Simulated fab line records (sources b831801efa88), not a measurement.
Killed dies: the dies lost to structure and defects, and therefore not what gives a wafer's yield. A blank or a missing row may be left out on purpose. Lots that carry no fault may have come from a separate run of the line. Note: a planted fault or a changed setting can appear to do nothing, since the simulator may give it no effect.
Matching of chambers / flow sky130 / SKY_VIA1_CMP_24 on cmp-02 has 4 sister chambers
The step polishes, stops on SiO2, t overpolish 15 s, target thk 0 nm. 4 wafers are shown with their chamber, then 8 later ones without.

== WAFERS WITH THEIR CHAMBER ==
wafer=L965.6; chamber=3; motor current A (A)=13.7
wafer=L968.1; chamber=1; motor current A (A)=8.8
wafer=L968.3; chamber=0; motor current A (A)=9.6
wafer=L969.1; chamber=2; motor current A (A)=11.3

== WAFERS MISSING THEIR CHAMBER ==
wafer=L969.4; motor current A (A)=14.0
wafer=L969.5; motor current A (A)=13.9
wafer=L981.2; motor current A (A)=13.7
wafer=L981.5; motor current A (A)=14.3
wafer=L981.6; motor current A (A)=10.7
wafer=L983.2; motor current A (A)=14.3
wafer=L983.3; motor current A (A)=9.3
wafer=L983.5; motor current A (A)=9.0

== EACH ONE'S CHAMBER ==
wafer=L969.4; from the rows above=3; in truth=3
wafer=L969.5; from the rows above=3; in truth=3
wafer=L981.2; from the rows above=3; in truth=3
wafer=L981.5; from the rows above=3; in truth=3
wafer=L981.6; from the rows above=can't be placed: 2 or 0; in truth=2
wafer=L983.2; from the rows above=3; in truth=3
wafer=L983.3; from the rows above=can't be placed: 0 or 1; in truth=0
wafer=L983.5; from the rows above=can't be placed: 1 or 0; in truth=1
Correct placement for 5 of the 8. These rows do not allow placing 3 (true chamber among the candidates in 3). Placed wrongly: 0.
How it was worked out, from the rows above alone: a wafer's distance from a chamber is the root of the sum, over the readings, of the square of ((its reading less the chamber's mean) divided by the reading's scatter). The wafer belongs to the nearest chamber; if the next one is less than 2 further off, it can't be placed. Each chamber's mean is taken over the wafers shown for it. The scatter: root of mean squared gap, hidden wafer to nearest shown wafer, with one shown wafer a chamber.
